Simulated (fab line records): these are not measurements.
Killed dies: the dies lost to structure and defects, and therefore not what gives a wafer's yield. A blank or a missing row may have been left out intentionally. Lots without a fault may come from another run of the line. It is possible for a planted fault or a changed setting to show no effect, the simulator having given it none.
What tool caused it?    flow gf180mcu    Sampling: 12 lots, 36 wafers, 5 of 602 route steps

== WHAT EACH GAUGE READ, for each wafer ==
GF_V5_THK_MEAS_01. Usual: for V5_CVD_00_THK the level is 301 nm and the standard deviation is 3.2.
lot   measured      on            V5_CVD_00_THK (nm)  flag
L253  day 26 03:27  filmMetro-03  300 304 302         
L257  day 27 22:45  filmMetro-01  297 299 302         
L259  day 28 15:13  filmMetro-03  298 302 299         
L260  day 29 06:20  filmMetro-01  302 361 300         OFF
L261  day 29 11:05  filmMetro-03  304 364 303         OFF
L262  day 29 15:08  filmMetro-04  353 360 297         OFF
L263  day 29 17:50  filmMetro-04  301 298 302         
L270  day 32 00:08  filmMetro-03  304 300 300         
L273  day 32 17:53  filmMetro-03  300 300 300         
L274  day 32 18:51  filmMetro-01  302 304 296         
L272  day 32 20:11  filmMetro-03  300 302 307         
L275  day 32 20:53  filmMetro-01  301 307 298         

GF_V5_BOW_MEAS_05. Usual: for V5_BOW the level is 132 um and the standard deviation is 8.
lot   measured      on            V5_BOW (um)  flag
L253  day 26 03:59  filmMetro-01  132 130 133  
L257  day 27 23:16  filmMetro-03  134 135 129  
L259  day 28 15:45  filmMetro-03  126 128 124  
L260  day 29 06:51  filmMetro-04  121 119 131  
L261  day 29 11:53  filmMetro-01  135 152 136  
L262  day 29 15:40  filmMetro-01  127 138 122  
L263  day 29 18:23  filmMetro-03  130 109 130  
L270  day 32 00:40  filmMetro-03  135 147 141  
L273  day 32 18:25  filmMetro-01  143 131 138  
L274  day 32 19:23  filmMetro-03  135 133 146  
L272  day 32 20:43  filmMetro-03  136 125 126  
L275  day 32 21:25  filmMetro-04  126 121 130  

== WHAT TOOL EACH LOT RAN ON (gives the tool, then ch and the chambers of the sampled wafers, and finally the start) ==
lot   GF_M5_METAL_ETCH_10               GF_V5_CVD_00                      GF_V5_CVD_02
L253  rieMetal-03 ch 0,1, day 26 02:44  hdpcvd-01 ch 0,2, day 26 03:25    pecvd-01 ch 0,1,2, day 26 03:31
L257  rieMetal-02 ch 0,1, day 27 22:01  hdpcvd-01 ch 1,2, day 27 22:41    pecvd-04 ch 1,2, day 27 22:49
L259  rieMetal-04 ch 0,1, day 28 14:31  hdpcvd-01 ch 0,1,2, day 28 15:11  pecvd-03 ch 1,2, day 28 15:17
L260  rieMetal-03 ch 0,1, day 29 05:35  hdpcvd-01 ch 0,1,2, day 29 06:17  pecvd-04 ch 0,1,2, day 29 06:23
L261  rieMetal-02 ch 0,1, day 29 10:22  hdpcvd-01 ch 0,2, day 29 11:01    pecvd-04 ch 0,1,2, day 29 11:07
L262  rieMetal-02 ch 0, day 29 14:18    hdpcvd-01 ch 0,2, day 29 15:03    pecvd-04 ch 0,1,2, day 29 15:10
L263  rieMetal-02 ch 0, day 29 16:59    hdpcvd-02 ch 1,2, day 29 17:47    pecvd-04 ch 0,1, day 29 17:53
L270  rieMetal-03 ch 0,1, day 31 23:25  hdpcvd-02 ch 0,1,2, day 32 00:05  pecvd-03 ch 0,1, day 32 00:11
L273  rieMetal-04 ch 0,1, day 32 17:10  hdpcvd-01 ch 0,1,2, day 32 17:50  pecvd-03 ch 0,2, day 32 17:56
L274  rieMetal-02 ch 0,1, day 32 18:07  hdpcvd-01 ch 0,2, day 32 18:48    pecvd-01 ch 1,2, day 32 18:54
L272  rieMetal-04 ch 0,1, day 32 19:23  hdpcvd-01 ch 0,1,2, day 32 20:08  pecvd-04 ch 0,2, day 32 20:14
L275  rieMetal-04 ch 0,1, day 32 20:11  hdpcvd-02 ch 0,1,2, day 32 20:51  pecvd-01 ch 0,1,2, day 32 20:57
- GF_M5_METAL_ETCH_10: etches the open film in Cl2/BCl3, stops on SiO2, target depth 750.8 nm, time 125.1 s.
- GF_V5_CVD_00: deposits SiO2, target thk 300 nm, time 50 s.
- GF_V5_CVD_02: deposits SiO2 from TEOS, target thk 1450 nm, time 163.28 s.

== AS READ BY THE TOOLS THEMSELVES (means over the sampled wafers that have a number; for cases with no such wafer, the mark the record gives instead) ==
GF_M5_METAL_ETCH_10. Usual: drypumpMotorCurrentA 5.8 A, standard deviation 0.37; oesProductAu 0.988 a.u., standard deviation 0.006; throttleValvePct 28.231 %, standard deviation 0.01.
lot   tool         drypumpMotorCurrentA (A)  oesProductAu (a.u.)  throttleValvePct (%)  flag
L253  rieMetal-03  5.7                       0.985                28.234                
L257  rieMetal-02  5.6                       0.980                28.231                
L259  rieMetal-04  5.8                       0.990                28.221                
L260  rieMetal-03  6.0                       0.981                28.240                
L261  rieMetal-02  5.7                       0.989                28.244                
L262  rieMetal-02  5.7                       0.991                28.237                
L263  rieMetal-02  5.7                       0.987                28.239                
L270  rieMetal-03  5.7                       0.987                28.223                
L273  rieMetal-04  5.8                       0.992                28.229                
L274  rieMetal-02  5.7                       0.985                28.229                
L272  rieMetal-04  5.7                       0.994                28.225                
L275  rieMetal-04  5.8                       0.986                28.232                

GF_V5_CVD_00. Usual: sih4FlowSccm reads 60.03 sccm (standard deviation 0.19).
lot   tool       sih4FlowSccm (sccm)  flag
L253  hdpcvd-01  60.02                
L257  hdpcvd-01  60.00                
L259  hdpcvd-01  60.08                
L260  hdpcvd-01  64.09                OFF
L261  hdpcvd-01  63.98                OFF
L262  hdpcvd-01  68.15                OFF
L263  hdpcvd-02  60.03                
L270  hdpcvd-02  59.96                
L273  hdpcvd-01  60.13                
L274  hdpcvd-01  60.11                
L272  hdpcvd-01  59.81                
L275  hdpcvd-02  59.95                

GF_V5_CVD_02. Usual: heaterPowerOuterW 392 W, standard deviation 98; heaterPowerW 651 W, standard deviation 120.
lot   tool      heaterPowerOuterW (W)  heaterPowerW (W)  flag
L253  pecvd-01  266                    495               
L257  pecvd-04  456                    760               
L259  pecvd-03  473                    766               
L260  pecvd-04  490                    769               
L261  pecvd-04  448                    699               
L262  pecvd-04  423                    676               
L263  pecvd-04  463                    692               
L270  pecvd-03  476                    805               
L273  pecvd-03  471                    769               
L274  pecvd-01  317                    554               
L272  pecvd-04  410                    677               
L275  pecvd-01  271                    491               

== THE ANSWER, worked out from the rows above alone ==
Rule: a lot counts as off when the mean over its wafers that have a number is more than 3 standard deviations away from the usual mean. A lot without any number at a reading at which 4 lots or more have one is off too. Any other lot the step has rows for is counted as sound. The gauges are gone through in route order, then the tools' own readings, and for those a lot's mean is taken as printed above. The first step at which some lot is off is used, and at that step the reading that is off furthest; a lot without a number counts as furthest.
Off: at GF_V5_THK_MEAS_01 (V5_CVD_00_THK), L260, L261, L262.
A tool fits if, at a process step before that reading, it ran every lot that is off, and no sound lot after the first of them. Not tried: the gauges at GF_V5_THK_MEAS_01; whatever is off there is also off at GF_V5_CVD_00, on other tools, and gauge error can't account for it. Of those tried, none fits.

== WHAT WAS PUT IN BY THE SIMULATOR ==
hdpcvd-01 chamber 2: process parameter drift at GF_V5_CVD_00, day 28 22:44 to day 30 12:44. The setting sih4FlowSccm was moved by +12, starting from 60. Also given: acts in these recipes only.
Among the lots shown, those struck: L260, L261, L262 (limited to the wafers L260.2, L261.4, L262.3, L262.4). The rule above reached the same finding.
